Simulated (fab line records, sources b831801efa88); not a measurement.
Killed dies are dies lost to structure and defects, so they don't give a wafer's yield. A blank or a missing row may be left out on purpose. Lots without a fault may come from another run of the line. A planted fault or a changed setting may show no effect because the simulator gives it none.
A struck lot beside a sound one | flow sfq_line | 42 steps out of a route of 325
Sound: wafers L735.2, L735.3, L735.4. Struck: wafers L753.1, L753.4, L753.6. The cause comes at the end.
At each step with rows: each side's tool, then ch and its chambers, then its first start. Under that, the readings that differ: sound wafers | struck wafers | difference of the means | sigmas: that difference in standard deviations of wafers without a fault.
alike: readings whose means differ by less than 2 such deviations, and words and numbers that are the same on both sides. not compared: withheld readings, readings that some wafer has no value for, bounds like >300 that may hide the same value, and numbers for which the record gives no deviation and whose values overlap.
The two part at a step that has a row with sigmas, a row that says differs or no value, or rows on one side only. Numbers that don't overlap but have no deviation are shown without sigmas and don't part them. A reading that every wafer of one side lacks parts them only if that side has two wafers or more.

first, 6 steps without rows for these wafers: SFQ_TRILAYER_I4_VIA_LITHO_COAT_108 (resist thk 62 nm); SFQ_TRILAYER_I4_VIA_LITHO_COAT_103 (resist thk 650 nm); SFQ_TRILAYER_I4_VIA_LITHO_SOFTBAKE_107; SFQ_TRILAYER_I4_VIA_LITHO_EXPOSE_104 (exposes mask I4, target cd 700 nm); SFQ_TRILAYER_I4_VIA_LITHO_PEB_106 (peb time 60 s); SFQ_TRILAYER_I4_VIA_LITHO_DEVELOP_105 (time 60 s).
SFQ_I4_OVL_MEAS_928:
  sound on overlay-02, day 41 06:20; struck on overlay-01, day 48 11:19
  alike: I4_OVL
SFQ_TRILAYER_I4_VIA_BARC_OPEN_VIA_ETCH_146: etches BARC in O2, target depth 125 nm, time 41.7 s.
  sound on rie_diel-03 ch 0,1,2, day 41 06:22; struck on rie_diel-02 ch 0,1, day 48 11:22
  alike: bias_w, drypump_motor_current_A, oes_product_au
  not compared: rf_hours_counter_h
then, 4 steps without rows for these wafers: SFQ_TRILAYER_I4_VIA_ETCH_VIA_ETCH_106 (etches SiO2 in CHF3, stops on Nb, target depth 260 nm); SFQ_TRILAYER_I4_VIA_STRIP_STRIP_107 (strips in O2); SFQ_TRILAYER_I4_VIA_STRIP_SOLV_CLEAN_108 (cleans in NMP, time 600 s); SFQ_TRILAYER_JJ_TRILAYER_DEP_PRE_CLEAN_113 (time 22.5 s).
SFQ_TRILAYER_JJ_TRILAYER_DEP_SPUTTER_109: material Nb, target thk 150 nm, time 100 s.
  sound on pvd_sputter-03, day 41 07:31; struck on pvd_sputter-04, day 48 12:31
  reading                                                      | sound             | struck            | difference | sigmas
  model.Nb_of_TRILAYER_JJ_TRILAYER_DEP_SPUTTER_109.thk_nm (nm) | 151.4 150.2 151.2 | 162.9 162.7 163.8 | +12.2      |
  alike: throttle_valve_pct
SFQ_TRILAYER_JJ_TRILAYER_DEP_SPUTTER_110: material Al, target thk 8 nm, time 10 s.
  sound on pvd_sputter-03, day 41 07:35; struck on pvd_sputter-04, day 48 12:35
  alike: throttle_valve_pct
then, 1 step without rows for these wafers: SFQ_TRILAYER_JJ_TRILAYER_DEP_AL_OXIDATION_111 (oxidation time 600 s).
SFQ_TRILAYER_JJ_TRILAYER_DEP_SPUTTER_112: material Nb, target thk 170 nm, time 113.3 s.
  sound on pvd_sputter-03, day 41 08:37; struck on pvd_sputter-04, day 48 13:37
  alike: throttle_valve_pct
SFQ_JJ_RS_MEAS_929: measures by four-point-probe.
  sound on film_metro-04, day 41 08:43; struck on film_metro-04, day 48 13:41
  alike: JJ_NB_RS
then, 6 steps without rows for these wafers: SFQ_TRILAYER_JJ_CE_LITHO_COAT_119 (resist thk 62 nm); SFQ_TRILAYER_JJ_CE_LITHO_COAT_114 (resist thk 600 nm); SFQ_TRILAYER_JJ_CE_LITHO_SOFTBAKE_118; SFQ_TRILAYER_JJ_CE_LITHO_EXPOSE_115 (exposes mask J5, target cd 700 nm); SFQ_TRILAYER_JJ_CE_LITHO_PEB_117 (peb time 60 s); SFQ_TRILAYER_JJ_CE_LITHO_DEVELOP_116 (time 60 s).
-- the record jumps here: 7 days lie between the struck wafers' starts before and after --
SFQ_JJ_OVL_MEAS_931:
  sound on overlay-01, day 41 19:41; struck on overlay-02, day 55 01:46
  alike: J5_OVL
SFQ_TRILAYER_JJ_CE_METRO_MEASURE_117:
  sound on cd_sem-01, day 41 19:55; struck on cd_sem-02, day 55 01:48
  alike: cd_nm
then, 11 steps without rows for these wafers: SFQ_TRILAYER_JJ_CE_BARC_OPEN_RIE_150 (chemistry O2, target BARC, target depth 240 nm, time 80 s); SFQ_TRILAYER_JJ_CE_ETCH_RIE_118 (chemistry SF6, target Nb, stops on Al2O3, time 97.7 s, target depth 170 nm); SFQ_TRILAYER_JJ_ANODIZE_ANODIZE_119; SFQ_TRILAYER_JJ_CE_STRIP_STRIP_120 (strips in O2); SFQ_TRILAYER_JJ_CE_STRIP_SOLV_CLEAN_121 (cleans in NMP, time 600 s); SFQ_TRILAYER_M5_LITHO_COAT_128 (resist thk 62 nm); SFQ_TRILAYER_M5_LITHO_COAT_123 (resist thk 600 nm); SFQ_TRILAYER_M5_LITHO_SOFTBAKE_127; SFQ_TRILAYER_M5_LITHO_EXPOSE_124 (exposes mask M5, target cd 700 nm); SFQ_TRILAYER_M5_LITHO_PEB_126 (peb time 60 s); SFQ_TRILAYER_M5_LITHO_DEVELOP_125 (time 60 s).
-- the record jumps here: 6 days lie between the struck wafers' starts before and after --
SFQ_M5_OVL_MEAS_932:
  sound on overlay-02, day 45 21:28; struck on overlay-02, day 60 21:22
  alike: M5_OVL
SFQ_TRILAYER_M5_BARC_OPEN_METAL_ETCH_161: etches BARC in O2, target depth 125 nm, time 41.7 s.
  sound on rie_metal-03 ch 0,1, day 45 21:30; struck on rie_metal-02 ch 0,1, day 60 21:23
  alike: bias_w, drypump_motor_current_A, oes_product_au
  not compared: rf_hours_counter_h
SFQ_TRILAYER_M5_ETCH_METAL_ETCH_126: etches Nb in Cl2/BCl3, stops on SiO2, time 203.2 s, target depth 265 nm.
  sound on rie_metal-03 ch 0,1, day 45 21:34; struck on rie_metal-02 ch 0,1, day 60 21:27
  reading                        | sound             | struck            | difference | sigmas
  oes_product_au (a.u.)          | 0.730 0.729 0.730 | 0.761 0.757 0.753 | +0.027     | +4
  model.etch.depth_nm (nm)       | 151.4 150.2 151.2 | 162.9 162.7 163.8 | +12.2      |
  model.M5.feature_depth_nm (nm) | 164 162.5 163.7   | 175.5 175.3 176.3 | +12.3      |
  alike: bias_w, drypump_motor_current_A
  not compared: rf_hours_counter_h
then, 2 steps without rows for these wafers: SFQ_TRILAYER_M5_STRIP_STRIP_127 (strips in O2); SFQ_TRILAYER_M5_STRIP_SOLV_CLEAN_128 (cleans in NMP, time 600 s).
-- the record jumps here: 19 days lie between the struck wafers' starts before and after --
SFQ_M8_BOW_MEAS_951:
  sound on film_metro-01, day 77 02:29; struck on film_metro-03, day 80 07:01
  reading                 | sound             | struck            | difference | sigmas
  model.etest.m5.ohm_um   | 1.678 1.691 1.683 | 1.566 1.567 1.547 | -0.124     |
  model.etest.i4.link_ohm | 2.163 2.175 2.17  | 2.083 2.06 2.049  | -0.105     |
  model.etest.m5.ohm_sq   | 1.175 1.184 1.177 | 1.092 1.094 1.086 | -0.088     |
  model.etest.i5.link_ohm | 2.268 2.264 2.248 | 2.141 2.156 2.171 | -0.104     |
  alike: M8_BOW

WHERE THEY PART
Only at SFQ_TRILAYER_M5_ETCH_METAL_ETCH_126, within this record. Later steps at which nothing parts them and some readings are alike: SFQ_M8_BOW_MEAS_951.

WHY: what the simulator had put in
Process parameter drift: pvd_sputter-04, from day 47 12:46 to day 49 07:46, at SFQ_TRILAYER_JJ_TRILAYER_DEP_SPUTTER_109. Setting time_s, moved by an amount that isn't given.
